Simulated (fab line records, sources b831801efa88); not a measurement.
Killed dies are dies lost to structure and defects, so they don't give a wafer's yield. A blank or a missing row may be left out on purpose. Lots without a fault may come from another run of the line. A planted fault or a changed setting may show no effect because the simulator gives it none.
One fault seen from 2 desks | flow gf180mcu | each desk has only its own numbers; what lay behind them comes last

THE METROLOGY DESK
What the gauges read, lot by lot, whatever tool the lot ran on: means of the sampled wafers that have a number. A lot is out of limits, marked OUT, if its mean lies more than 4 standard deviations from the usual mean; the brackets give that distance.
Columns: A = V5_W_RS at GF_V5_RS_MEAS_24, usual 0.326 ohm/sq; B = PASSIVATION_CVD_00_THK at GF_PASSIVATION_THK_MEAS_01, usual 995 nm
lot  | first seen here | A     | B
L640 | day 27 06:27    | 0.326 | 995
L641 | day 27 23:37    | 0.329 | 978
L643 | day 28 02:15    | 0.328 | 1021
L644 | day 28 21:45    | 0.327 | 1001
L646 | day 29 08:35    | 0.329 | 984
L647 | day 29 12:11    | 0.332 | 980
L648 | day 29 17:18    | 0.317 | 997
L649 | day 30 07:23    | 0.332 | 999
L652 | day 30 20:31    | 0.332 | 984
L653 | day 31 07:16    | 0.319 | 994
L654 | day 31 14:12    | 0.329 | 1003
L661 | day 33 06:16    | 0.322 | 1007
L663 | day 33 14:34    | 0.322 | 991
This desk's finding: nothing out of limits on any of the 13 lots.

THE TOOL OWNER'S DESK: rie_diel-02
The tool's own readings at GF_V1_ETCH_17 (etches SiO2 in C4F8/O2/Ar, stops on TiN, target depth 630 nm): means of the sampled wafers that have a number, for each lot that ran on this tool. A lot is out of limits, marked OUT, if its mean lies more than 4 standard deviations from the usual mean; the brackets give that distance.
Columns: A = oes_product_au at GF_V1_ETCH_17, usual 0.856 a.u.
lot  | first seen here | A
L640 | day 18 00:00    | 0.853
L641 | day 18 22:00    | 0.853
L644 | day 20 03:00    | 0.859
L647 | day 20 23:00    | 0.857
L648 | day 21 03:00    | 0.859
L654 | day 23 14:00    | 0.850
L661 | day 25 16:00    | 0.856
L663 | day 26 04:00    | 0.857
This desk's finding: nothing out of limits on any of the 8 lots.

PUT TOGETHER
The metrology desk saw nothing out of limits.
The tool owner's desk saw nothing out of limits.

WHAT THE SIMULATOR HAD PUT IN
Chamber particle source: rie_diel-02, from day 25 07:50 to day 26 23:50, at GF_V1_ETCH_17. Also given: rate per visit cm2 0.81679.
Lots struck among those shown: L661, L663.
